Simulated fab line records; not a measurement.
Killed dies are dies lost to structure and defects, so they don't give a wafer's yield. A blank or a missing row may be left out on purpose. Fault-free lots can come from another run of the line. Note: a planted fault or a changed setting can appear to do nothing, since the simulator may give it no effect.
The tool behind it: which one? :: flow gf180mcu :: 45 wafers from 15 lots sampled at 3 of the route's 602 steps

WHAT THE GAUGES SHOWED, per wafer
GF_STI_THK_MEAS_22.
lot: L369
measured: day 2 04:32
on: film metro-01
STI_OXIDATION_01_THK (nm): 15.4 15.4 15.2

lot: L370
measured: day 2 09:44
on: film metro-03
STI_OXIDATION_01_THK (nm): 14.3 14.4 14.6

lot: L371
measured: day 2 13:38
on: film metro-02
STI_OXIDATION_01_THK (nm): 14.4 14.3 14.7

lot: L372
measured: day 2 22:11
on: film metro-03
STI_OXIDATION_01_THK (nm): 15.1 14.9 14.9

lot: L373
measured: day 3 00:52
on: film metro-02
STI_OXIDATION_01_THK (nm): 14.5 14.6 14.5

lot: L374
measured: day 3 04:47
on: film metro-01
STI_OXIDATION_01_THK (nm): 14.9 14.6 14.6

lot: L376
measured: day 3 15:26
on: film metro-03
STI_OXIDATION_01_THK (nm): 15.4 15.4 15.6

lot: L377
measured: day 3 20:56
on: film metro-02
STI_OXIDATION_01_THK (nm): 15.0 14.6 15.0

lot: L379
measured: day 4 07:18
on: film metro-03
STI_OXIDATION_01_THK (nm): 15.0 15.0 14.9

lot: L381
measured: day 4 17:17
on: film metro-02
STI_OXIDATION_01_THK (nm): 15.3 15.1 15.0

lot: L383
measured: day 5 02:43
on: film metro-01
STI_OXIDATION_01_THK (nm): 14.7 14.9 14.5

lot: L385
measured: day 5 14:13
on: film metro-01
STI_OXIDATION_01_THK (nm): 15.2 15.2 15.1

lot: L387
measured: day 6 00:50
on: film metro-03
STI_OXIDATION_01_THK (nm): 15.4 15.5 15.3

lot: L388
measured: day 6 04:55
on: film metro-02
STI_OXIDATION_01_THK (nm): 14.7 14.4 14.5

lot: L392
measured: day 7 02:43
on: film metro-02
STI_OXIDATION_01_THK (nm): 15.0 15.5 15.1

GF_NSD_TW_MEAS_12.
lot: L369
measured: day 13 08:59
on: film metro-04
NSD_TW: 4291 4289 4285

lot: L370
measured: day 13 18:38
on: film metro-02
NSD_TW: 4304 4283 4308

lot: L371
measured: day 14 02:10
on: film metro-01
NSD_TW: 4283 4246 4260

lot: L372
measured: day 14 10:55
on: film metro-04
NSD_TW: 4218 4216 4199

lot: L373
measured: day 14 14:13
on: film metro-04
NSD_TW: 4248 4268 4251

lot: L374
measured: day 15 17:32
on: film metro-04
NSD_TW: 4239 4234 4241

lot: L376
measured: day 15 14:55
on: film metro-02
NSD_TW: 4279 4263 4271

lot: L377
measured: day 16 00:28
on: film metro-01
NSD_TW: 4267 4248 4271

lot: L379
measured: day 16 21:41
on: film metro-01
NSD_TW: 4257 4281 4264

lot: L381
measured: day 17 12:29
on: film metro-02
NSD_TW: 4267 4274 4282

lot: L383
measured: day 18 06:34
on: film metro-04
NSD_TW: 4264 4241 4243

lot: L385
measured: day 18 23:27
on: film metro-01
NSD_TW: 4251 4205 4225

lot: L387
measured: day 19 13:37
on: film metro-02
NSD_TW: 4290 4279 4280

lot: L388
measured: day 20 03:58
on: film metro-02
NSD_TW: 4293 4267 4265

lot: L392
measured: day 21 12:22
on: film metro-04
NSD_TW: 4237 4248 4247

GF_SALICIDE_THK_MEAS_05: measures by xrf.
lot: L369
measured: day 15 02:40
on: film metro-03
SALICIDE_TIN_THK (nm): 19.68 19.69 19.42

lot: L370
measured: day 15 13:11
on: film metro-02
SALICIDE_TIN_THK (nm): 19.66 19.22 19.68

lot: L371
measured: day 15 22:13
on: film metro-04
SALICIDE_TIN_THK (nm): 19.77 19.55 19.54

lot: L372
measured: day 16 07:31
on: film metro-03
SALICIDE_TIN_THK (nm): 20.02 19.96 19.77

lot: L373
measured: day 16 10:37
on: film metro-03
SALICIDE_TIN_THK (nm): 19.57 19.81 19.68

lot: L374
measured: day 17 14:31
on: film metro-02
SALICIDE_TIN_THK (nm): 19.70 19.86 19.78

lot: L376
measured: day 17 13:18
on: film metro-03
SALICIDE_TIN_THK (nm): 19.57 19.57 19.47

lot: L377
measured: day 17 23:29
on: film metro-02
SALICIDE_TIN_THK (nm): 19.59 19.73 19.86

lot: L379
measured: day 18 21:23
on: film metro-02
SALICIDE_TIN_THK (nm): 19.42 19.77 19.89

lot: L381
measured: day 19 12:43
on: film metro-04
SALICIDE_TIN_THK (nm): 19.63 19.50 19.41

lot: L383
measured: day 20 08:04
on: film metro-03
SALICIDE_TIN_THK (nm): 19.44 19.96 19.32

lot: L385
measured: day 21 00:09
on: film metro-04
SALICIDE_TIN_THK (nm): 19.73 19.55 19.56

lot: L387
measured: day 21 15:02
on: film metro-04
SALICIDE_TIN_THK (nm): 19.82 20.04 19.99

lot: L388
measured: day 22 04:59
on: film metro-04
SALICIDE_TIN_THK (nm): 19.67 19.52 19.76

lot: L392
measured: day 23 12:28
on: film metro-02
SALICIDE_TIN_THK (nm): 20.29 19.98 19.97

TOOL THAT RAN EACH LOT (tool first, then ch and the chambers of the sampled wafers, then the start)
There is no process step in the record ahead of these readings.

AS READ BY THE TOOLS THEMSELVES (means over the sampled wafers that have a number; for cases with no such wafer, the mark the record gives instead)
The record holds no such reading with a usual standard deviation.

THE ANSWER, worked out from the rows above alone
Rule: the usual values come from the lots themselves. The widest of any qualifying gaps counts: lots, ordered by their means at a reading, are off when they make up no more than a third of the lots, leave a main group of 4 or more, and stand apart from it by 3 or more times the standard deviation of that group's means. If all means in a main group match to the digits the tables above print for the reading, that group is not used. A lot without any number at a reading at which 4 lots or more have one is off too. Any other lot the step has rows for is counted as sound. After the gauges, taken in route order, come the tools' own readings; for these a lot's mean is taken, as printed above. At the first step where some lot is off, the reading lying furthest off is the one used; lots without a number count as furthest.
No lot is off at any reading shown: from this, nothing can be told.

WHAT WAS PUT IN BY THE SIMULATOR
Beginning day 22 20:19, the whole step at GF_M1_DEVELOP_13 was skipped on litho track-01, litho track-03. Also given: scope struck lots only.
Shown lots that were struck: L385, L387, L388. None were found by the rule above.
